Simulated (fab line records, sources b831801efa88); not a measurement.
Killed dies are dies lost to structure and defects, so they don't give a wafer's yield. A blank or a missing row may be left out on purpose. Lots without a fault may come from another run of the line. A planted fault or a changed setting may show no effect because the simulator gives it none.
Which tool did it? | flow gf180mcu | 6 lots, 18 wafers sampled, at 1 step of a route of 602

WHAT THE GAUGES READ, wafer by wafer
GF_VT_IMPLANT_OVL_MEAS_40.
lot  | measured     | on         | VT_IMPLANT_03_OVL (nm)
L737 | day 7 21:10  | overlay-01 | -1.4 -0.9 -1.4
L739 | day 9 02:20  | overlay-01 | 1.0 0.6 1.3
L744 | day 10 03:37 | overlay-01 | 0.7 0.7 0.4
L748 | day 11 02:43 | overlay-01 | -0.4 0.1 -1.0
L750 | day 11 15:27 | overlay-02 | -0.7 -1.1 -2.8
L757 | day 13 12:43 | overlay-02 | 1.7 1.3 2.0

WHICH TOOL RAN EACH LOT (tool, then ch and the chambers of the sampled wafers, then the start)
The record holds no process step before these readings.

THE ANSWER, worked out from the rows above alone
Rule: what is usual is taken from the lots themselves. Put in order of their means at a reading, lots are off if they are a third of the lots or fewer, leave a main group of 4 or more, and stand apart from it by a gap of 3 or more times the standard deviation of the main group's means; of several such gaps the widest counts. A main group whose means are all the same, to the digits that the tables above print for the reading, isn't used. A lot without any number at a reading at which 4 lots or more have one is off too. The other lots that the step has rows for count as sound.
No lot is off at any reading shown: from this, nothing can be told.

WHAT THE SIMULATOR HAD PUT IN
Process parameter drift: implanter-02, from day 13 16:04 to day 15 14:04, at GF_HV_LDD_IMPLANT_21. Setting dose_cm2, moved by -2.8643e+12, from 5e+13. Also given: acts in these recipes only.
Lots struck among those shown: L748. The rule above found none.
